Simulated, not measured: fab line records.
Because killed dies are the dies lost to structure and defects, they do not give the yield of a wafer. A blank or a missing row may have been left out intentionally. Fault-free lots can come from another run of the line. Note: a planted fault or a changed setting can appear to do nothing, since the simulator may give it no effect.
Which tool is to blame? || flow gf180mcu || 12 lots, 35 wafers sampled, at 7 steps of a route of 602

== WHAT THE GAUGES READ, wafer by wafer ==
GF_V4_THK_MEAS_01. Usual: V4_CVD_00_THK 600 nm, standard deviation 6.
{"lot": "L726", "measured": "day 23 05:38", "on": "film_metro-02", "V4_CVD_00_THK (nm)": "594 602 600", "flag": ""}
{"lot": "L728", "measured": "day 24 04:17", "on": "film_metro-02", "V4_CVD_00_THK (nm)": "619 605 610", "flag": ""}
{"lot": "L729", "measured": "day 24 07:41", "on": "film_metro-04", "V4_CVD_00_THK (nm)": "598 601 597", "flag": ""}
{"lot": "L731", "measured": "day 25 05:13", "on": "film_metro-04", "V4_CVD_00_THK (nm)": "602 602 602", "flag": ""}
{"lot": "L733", "measured": "day 25 17:31", "on": "film_metro-03", "V4_CVD_00_THK (nm)": "587 601 592", "flag": ""}
{"lot": "L734", "measured": "day 26 05:26", "on": "film_metro-04", "V4_CVD_00_THK (nm)": "598 596 598", "flag": ""}
{"lot": "L735", "measured": "day 26 15:01", "on": "film_metro-03", "V4_CVD_00_THK (nm)": "596 606 600", "flag": ""}
{"lot": "L737", "measured": "day 27 02:11", "on": "film_metro-02", "V4_CVD_00_THK (nm)": "607 598 597", "flag": ""}
{"lot": "L739", "measured": "day 28 01:40", "on": "film_metro-02", "V4_CVD_00_THK (nm)": "593 600 596", "flag": ""}
{"lot": "L740", "measured": "day 28 03:53", "on": "film_metro-04", "V4_CVD_00_THK (nm)": "597 592 603", "flag": ""}
{"lot": "L741", "measured": "day 28 13:27", "on": "film_metro-04", "V4_CVD_00_THK (nm)": "602 599", "flag": ""}
{"lot": "L749", "measured": "day 30 16:14", "on": "film_metro-03", "V4_CVD_00_THK (nm)": "594 606 599", "flag": ""}

GF_V4_RS_MEAS_24: uses a four-point probe to measure. Usual: V4_W_RS 0.326 ohm/sq, standard deviation 0.0048.
{"lot": "L726", "measured": "day 24 06:30", "on": "film_metro-02", "V4_W_RS (ohm/sq)": "0.329 0.331 0.333", "flag": ""}
{"lot": "L728", "measured": "day 25 03:49", "on": "film_metro-03", "V4_W_RS (ohm/sq)": "0.328 0.327 0.329", "flag": ""}
{"lot": "L729", "measured": "day 25 07:02", "on": "film_metro-02", "V4_W_RS (ohm/sq)": "0.332 0.320 0.325", "flag": ""}
{"lot": "L731", "measured": "day 26 04:12", "on": "film_metro-03", "V4_W_RS (ohm/sq)": "0.332 0.334 0.334", "flag": ""}
{"lot": "L733", "measured": "day 26 15:50", "on": "film_metro-02", "V4_W_RS (ohm/sq)": "0.328 0.324 0.325", "flag": ""}
{"lot": "L734", "measured": "day 27 03:00", "on": "film_metro-04", "V4_W_RS (ohm/sq)": "0.322 0.324 0.325", "flag": ""}
{"lot": "L735", "measured": "day 27 13:14", "on": "film_metro-02", "V4_W_RS (ohm/sq)": "0.334 0.330 0.333", "flag": ""}
{"lot": "L737", "measured": "day 28 00:24", "on": "film_metro-04", "V4_W_RS (ohm/sq)": "0.326 0.330 0.328", "flag": ""}
{"lot": "L739", "measured": "day 28 22:49", "on": "film_metro-04", "V4_W_RS (ohm/sq)": "0.328 0.553 0.328", "flag": "OFF"}
{"lot": "L740", "measured": "day 29 01:42", "on": "film_metro-04", "V4_W_RS (ohm/sq)": "0.327 0.557 0.326", "flag": "OFF"}
{"lot": "L741", "measured": "day 29 11:07", "on": "film_metro-04", "V4_W_RS (ohm/sq)": "0.548 0.325", "flag": "OFF"}
{"lot": "L749", "measured": "day 31 11:19", "on": "film_metro-04", "V4_W_RS (ohm/sq)": "0.324 0.316 0.316", "flag": ""}

GF_V4_THK_MEAS_25: measures by xrf. Usual: V4_W_THK 357 nm, standard deviation 5.7.
{"lot": "L726", "measured": "day 24 06:37", "on": "film_metro-02", "V4_W_THK (nm)": "353 349 349", "flag": ""}
{"lot": "L728", "measured": "day 25 03:56", "on": "film_metro-03", "V4_W_THK (nm)": "357 357 357", "flag": ""}
{"lot": "L729", "measured": "day 25 07:10", "on": "film_metro-02", "V4_W_THK (nm)": "355 364 360", "flag": ""}
{"lot": "L731", "measured": "day 26 04:19", "on": "film_metro-03", "V4_W_THK (nm)": "354 355 352", "flag": ""}
{"lot": "L733", "measured": "day 26 15:56", "on": "film_metro-02", "V4_W_THK (nm)": "359 365 360", "flag": ""}
{"lot": "L734", "measured": "day 27 03:07", "on": "film_metro-04", "V4_W_THK (nm)": "361 360 359", "flag": ""}
{"lot": "L735", "measured": "day 27 13:22", "on": "film_metro-02", "V4_W_THK (nm)": "353 357 354", "flag": ""}
{"lot": "L737", "measured": "day 28 00:31", "on": "film_metro-04", "V4_W_THK (nm)": "358 352 356", "flag": ""}
{"lot": "L739", "measured": "day 28 22:56", "on": "film_metro-04", "V4_W_THK (nm)": "355 212 357", "flag": "OFF"}
{"lot": "L740", "measured": "day 29 01:47", "on": "film_metro-04", "V4_W_THK (nm)": "353 209 355", "flag": "OFF"}
{"lot": "L741", "measured": "day 29 11:12", "on": "film_metro-04", "V4_W_THK (nm)": "210 356", "flag": "OFF"}
{"lot": "L749", "measured": "day 31 11:26", "on": "film_metro-04", "V4_W_THK (nm)": "354 364 363", "flag": ""}

GF_M5_CD_MEAS_07: target cd 280 nm. Usual: cd_nm reads 280.0 nm (standard deviation 1.3).
{"lot": "L726", "measured": "day 26 01:42", "on": "cd_sem-02", "cd_nm (nm)": "280.6 280.7 279.8", "flag": ""}
{"lot": "L728", "measured": "day 26 22:44", "on": "cd_sem-02", "cd_nm (nm)": "279.6 279.4 279.7", "flag": ""}
{"lot": "L729", "measured": "day 27 01:25", "on": "cd_sem-02", "cd_nm (nm)": "277.4 278.6 278.1", "flag": ""}
{"lot": "L731", "measured": "day 27 21:59", "on": "cd_sem-01", "cd_nm (nm)": "277.9 277.9 277.3", "flag": ""}
{"lot": "L733", "measured": "day 28 08:23", "on": "cd_sem-02", "cd_nm (nm)": "281.2 281.8 282.8", "flag": ""}
{"lot": "L734", "measured": "day 28 19:46", "on": "cd_sem-01", "cd_nm (nm)": "280.0 279.4 278.5", "flag": ""}
{"lot": "L735", "measured": "day 29 05:16", "on": "cd_sem-01", "cd_nm (nm)": "279.8 279.0 279.7", "flag": ""}
{"lot": "L737", "measured": "day 29 16:19", "on": "cd_sem-02", "cd_nm (nm)": "279.8 279.2 279.5", "flag": ""}
{"lot": "L739", "measured": "day 30 13:34", "on": "cd_sem-02", "cd_nm (nm)": "280.1 279.3 280.1", "flag": ""}
{"lot": "L740", "measured": "day 30 15:48", "on": "cd_sem-02", "cd_nm (nm)": "281.2 280.6 279.9", "flag": ""}
{"lot": "L741", "measured": "day 31 00:59", "on": "cd_sem-02", "cd_nm (nm)": "279.0 280.0", "flag": ""}
{"lot": "L749", "measured": "day 32 21:28", "on": "cd_sem-01", "cd_nm (nm)": "279.6 280.0 279.8", "flag": ""}

== EACH LOT AND THE TOOL THAT RAN IT (in order: tool; ch and the chambers of the sampled wafers; start) ==
{"lot": "L726", "GF_M4_SPUTTER_03": "pvd_sputter-03, day 22 05:57", "GF_V4_CVD_23": "cvd_w-02 ch 0,1, day 24 06:22", "GF_V4_CMP_26": "cmp-01 ch 0,2,3, day 24 06:49"}
{"lot": "L728", "GF_M4_SPUTTER_03": "pvd_sputter-01, day 23 04:19", "GF_V4_CVD_23": "cvd_w-02 ch 0,1, day 25 03:41", "GF_V4_CMP_26": "cmp-01 ch 0,1,3, day 25 04:05"}
{"lot": "L729", "GF_M4_SPUTTER_03": "pvd_sputter-01, day 23 08:29", "GF_V4_CVD_23": "cvd_w-01 ch 0,1, day 25 06:56", "GF_V4_CMP_26": "cmp-02 ch 0,1,2, day 25 07:22"}
{"lot": "L731", "GF_M4_SPUTTER_03": "pvd_sputter-03, day 24 07:28", "GF_V4_CVD_23": "cvd_w-02 ch 0,1, day 26 04:05", "GF_V4_CMP_26": "cmp-01 ch 0,1, day 26 04:23"}
{"lot": "L733", "GF_M4_SPUTTER_03": "pvd_sputter-04, day 24 19:34", "GF_V4_CVD_23": "cvd_w-02 ch 0,1, day 26 15:43", "GF_V4_CMP_26": "cmp-02 ch 1,3, day 26 15:59"}
{"lot": "L734", "GF_M4_SPUTTER_03": "pvd_sputter-04, day 25 07:47", "GF_V4_CVD_23": "cvd_w-02 ch 0,1, day 27 02:53", "GF_V4_CMP_26": "cmp-02 ch 0,1,2, day 27 03:11"}
{"lot": "L735", "GF_M4_SPUTTER_03": "pvd_sputter-04, day 25 17:11", "GF_V4_CVD_23": "cvd_w-02 ch 0,1, day 27 13:08", "GF_V4_CMP_26": "cmp-02 ch 0,2,3, day 27 13:31"}
{"lot": "L737", "GF_M4_SPUTTER_03": "pvd_sputter-04, day 26 05:11", "GF_V4_CVD_23": "cvd_w-02 ch 0,1, day 28 00:16", "GF_V4_CMP_26": "cmp-02 ch 0,1,2, day 28 00:41"}
{"lot": "L739", "GF_M4_SPUTTER_03": "pvd_sputter-01, day 27 05:28", "GF_V4_CVD_23": "cvd_w-02 ch 0,1, day 28 22:43", "GF_V4_CMP_26": "cmp-01 ch 0,2,3, day 28 23:00"}
{"lot": "L740", "GF_M4_SPUTTER_03": "pvd_sputter-04, day 27 07:01", "GF_V4_CVD_23": "cvd_w-02 ch 0,1, day 29 01:34", "GF_V4_CMP_26": "cmp-02 ch 0,1,2, day 29 01:55"}
{"lot": "L741", "GF_M4_SPUTTER_03": "pvd_sputter-03, day 27 17:09", "GF_V4_CVD_23": "cvd_w-02 ch 0, day 29 10:58", "GF_V4_CMP_26": "cmp-01 ch 0,1, day 29 11:25"}
{"lot": "L749", "GF_M4_SPUTTER_03": "pvd_sputter-03, day 29 21:01", "GF_V4_CVD_23": "cvd_w-01 ch 0,1, day 31 11:11", "GF_V4_CMP_26": "cmp-02 ch 0,1,3, day 31 11:29"}
- GF_M4_SPUTTER_03: material Ti, target thk 10 nm, time 6.7 s.
- GF_V4_CVD_23: deposits W, target thk 350 nm, time 104.9 s.
- GF_V4_CMP_26: polishes, stops on SiO2, t overpolish 15 s, target thk 0 nm.

== AS READ BY THE TOOLS THEMSELVES (means over the sampled wafers that have a number; for cases with no such wafer, the mark the record gives instead) ==
GF_M4_SPUTTER_03. Usual: throttle_valve_pct reads 29.9 % (standard deviation 1).
{"lot": "L726", "tool": "pvd_sputter-03", "throttle_valve_pct (%)": 30.5, "flag": ""}
{"lot": "L728", "tool": "pvd_sputter-01", "throttle_valve_pct (%)": 29.6, "flag": ""}
{"lot": "L729", "tool": "pvd_sputter-01", "throttle_valve_pct (%)": 29.6, "flag": ""}
{"lot": "L731", "tool": "pvd_sputter-03", "throttle_valve_pct (%)": 30.3, "flag": ""}
{"lot": "L733", "tool": "pvd_sputter-04", "throttle_valve_pct (%)": 29.2, "flag": ""}
{"lot": "L734", "tool": "pvd_sputter-04", "throttle_valve_pct (%)": 29.7, "flag": ""}
{"lot": "L735", "tool": "pvd_sputter-04", "throttle_valve_pct (%)": 29.9, "flag": ""}
{"lot": "L737", "tool": "pvd_sputter-04", "throttle_valve_pct (%)": 30.0, "flag": ""}
{"lot": "L739", "tool": "pvd_sputter-01", "throttle_valve_pct (%)": 30.0, "flag": ""}
{"lot": "L740", "tool": "pvd_sputter-04", "throttle_valve_pct (%)": 29.5, "flag": ""}
{"lot": "L741", "tool": "pvd_sputter-03", "throttle_valve_pct (%)": 30.3, "flag": ""}
{"lot": "L749", "tool": "pvd_sputter-03", "throttle_valve_pct (%)": 31.0, "flag": ""}

GF_V4_CVD_23. Usual: heater_power_w reads 852 W (standard deviation 72).
{"lot": "L726", "tool": "cvd_w-02", "heater_power_w (W)": 886, "flag": ""}
{"lot": "L728", "tool": "cvd_w-02", "heater_power_w (W)": 888, "flag": ""}
{"lot": "L729", "tool": "cvd_w-01", "heater_power_w (W)": 743, "flag": ""}
{"lot": "L731", "tool": "cvd_w-02", "heater_power_w (W)": 896, "flag": ""}
{"lot": "L733", "tool": "cvd_w-02", "heater_power_w (W)": 892, "flag": ""}
{"lot": "L734", "tool": "cvd_w-02", "heater_power_w (W)": 880, "flag": ""}
{"lot": "L735", "tool": "cvd_w-02", "heater_power_w (W)": 886, "flag": ""}
{"lot": "L737", "tool": "cvd_w-02", "heater_power_w (W)": 899, "flag": ""}
{"lot": "L739", "tool": "cvd_w-02", "heater_power_w (W)": 885, "flag": ""}
{"lot": "L740", "tool": "cvd_w-02", "heater_power_w (W)": 919, "flag": ""}
{"lot": "L741", "tool": "cvd_w-02", "heater_power_w (W)": 879, "flag": ""}
{"lot": "L749", "tool": "cvd_w-01", "heater_power_w (W)": 789, "flag": ""}

GF_V4_CMP_26. Usual: motor_current_A 10.6 A, standard deviation 1.3; time_to_endpoint_s 85.3 s, standard deviation 2.7.
{"lot": "L726", "tool": "cmp-01", "motor_current_A (A)": 11.5, "time_to_endpoint_s (s)": 85.5, "flag": ""}
{"lot": "L728", "tool": "cmp-01", "motor_current_A (A)": 11.8, "time_to_endpoint_s (s)": 84.2, "flag": ""}
{"lot": "L729", "tool": "cmp-02", "motor_current_A (A)": 10.0, "time_to_endpoint_s (s)": 85.8, "flag": ""}
{"lot": "L731", "tool": "cmp-01", "motor_current_A (A)": 10.5, "time_to_endpoint_s (s)": 83.7, "flag": ""}
{"lot": "L733", "tool": "cmp-02", "motor_current_A (A)": 8.9, "time_to_endpoint_s (s)": 86.7, "flag": ""}
{"lot": "L734", "tool": "cmp-02", "motor_current_A (A)": 9.9, "time_to_endpoint_s (s)": 85.1, "flag": ""}
{"lot": "L735", "tool": "cmp-02", "motor_current_A (A)": 10.4, "time_to_endpoint_s (s)": 84.1, "flag": ""}
{"lot": "L737", "tool": "cmp-02", "motor_current_A (A)": 10.0, "time_to_endpoint_s (s)": 82.3, "flag": ""}
{"lot": "L739", "tool": "cmp-01", "motor_current_A (A)": 11.5, "time_to_endpoint_s (s)": 74.0, "flag": "OFF"}
{"lot": "L740", "tool": "cmp-02", "motor_current_A (A)": 10.0, "time_to_endpoint_s (s)": 70.0, "flag": "OFF"}
{"lot": "L741", "tool": "cmp-01", "motor_current_A (A)": 10.7, "time_to_endpoint_s (s)": 69.9, "flag": "OFF"}
{"lot": "L749", "tool": "cmp-02", "motor_current_A (A)": 9.9, "time_to_endpoint_s (s)": 87.5, "flag": ""}

== THE ANSWER, worked out from the rows above alone ==
Rule: take the mean of a lot's wafers that have a number; if it is more than 3 standard deviations from the usual mean, the lot is off. A lot without any number at a reading at which 4 lots or more have one is off too. Where the step has rows for the other lots, those lots are counted as sound. First the gauges in route order, then the tools' own readings, where a lot's mean is used as printed above. At the first step where some lot is off, the reading lying furthest off is the one used; lots without a number count as furthest.
Off: L739, L740, L741, seen at GF_V4_RS_MEAS_24 (V4_W_RS).
If a tool, at a process step before that reading, ran all the lots that are off and no sound lot after the first of them, it fits. The gauges at GF_V4_RS_MEAS_24 aren't tried: what is off there is off at GF_V4_CMP_26 too, on other tools, and a gauge's error can't cause that. One fits: GF_V4_CVD_23 on cvd_w-02. A fault onset in the window from L737 (day 28 00:16, its last sound lot) to L739 (day 28 22:43, its first lot off) fits.

== WHAT THE SIMULATOR HAD PUT IN ==
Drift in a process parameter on cvd_w-02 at GF_V4_CVD_23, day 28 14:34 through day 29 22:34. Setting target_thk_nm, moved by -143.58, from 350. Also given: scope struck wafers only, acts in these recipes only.
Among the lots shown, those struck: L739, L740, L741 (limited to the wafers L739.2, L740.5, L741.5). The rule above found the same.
